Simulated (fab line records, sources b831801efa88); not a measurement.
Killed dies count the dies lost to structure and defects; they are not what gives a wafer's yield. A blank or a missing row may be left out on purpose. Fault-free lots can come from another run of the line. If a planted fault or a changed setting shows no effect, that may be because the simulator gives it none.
2 desks looking at one fault / flow sfq-line / every desk sees just its own numbers, and what lay behind them comes last

## FROM THE METROLOGY DESK
What the gauges read for every lot (on any tool): the sampled wafers with a number, averaged. If a lot's mean is further than 4 standard deviations from the usual mean, the lot is out of limits and carries the mark OUT (the distance appears in the brackets).
Columns: A = I1_OVL at SFQ_I1_OVL_MEAS_913, usual 0 nm; B = M2_NB_RS at SFQ_M2_RS_MEAS_914, usual 0.886 ohm/sq; C = M2_OVL at SFQ_M2_OVL_MEAS_916, usual -2 nm
lot=L110; first seen here=day 19 02:56; A=-5; B=0.867; C=-3
lot=L115; first seen here=day 20 19:44; A=1; B=0.883; C=3
lot=L116; first seen here=day 20 22:09; A=-0; B=0.870; C=-12
lot=L124; first seen here=day 23 22:42; A=-2; B=0.896; C=1
lot=L125; first seen here=day 24 02:19; A=-2; B=0.902; C=-4
lot=L130; first seen here=day 25 20:26; A=4; B=0.890; C=-2
Finding of this desk: none of the 6 lots has anything out of limits.

## DESK OF THE TOOL OWNER: krf-scanner-02
The tool's own readings at SFQ_TRILAYER_M2_LITHO_EXPOSE_058 (exposes mask M2, target cd 500 nm): means of the sampled wafers that have a number, for each lot that ran on this tool. If a lot's mean is further than 4 standard deviations from the usual mean, the lot is out of limits and carries the mark OUT (the distance appears in the brackets).
Columns: A = reticle-temp-C at SFQ_TRILAYER_M2_LITHO_EXPOSE_058, usual 23.01 C
lot=L115; first seen here=day 26 17:19; A=23.06
lot=L116; first seen here=day 26 21:07; A=23.08
lot=L124; first seen here=day 30 06:29; A=23.00
Finding of this desk: none of the 3 lots has anything out of limits.

## TAKEN TOGETHER
From the metrology desk's view, nothing was out of limits.
The tool owner's desk saw nothing out of limits.

## WHAT HAD BEEN PUT IN BY THE SIMULATOR
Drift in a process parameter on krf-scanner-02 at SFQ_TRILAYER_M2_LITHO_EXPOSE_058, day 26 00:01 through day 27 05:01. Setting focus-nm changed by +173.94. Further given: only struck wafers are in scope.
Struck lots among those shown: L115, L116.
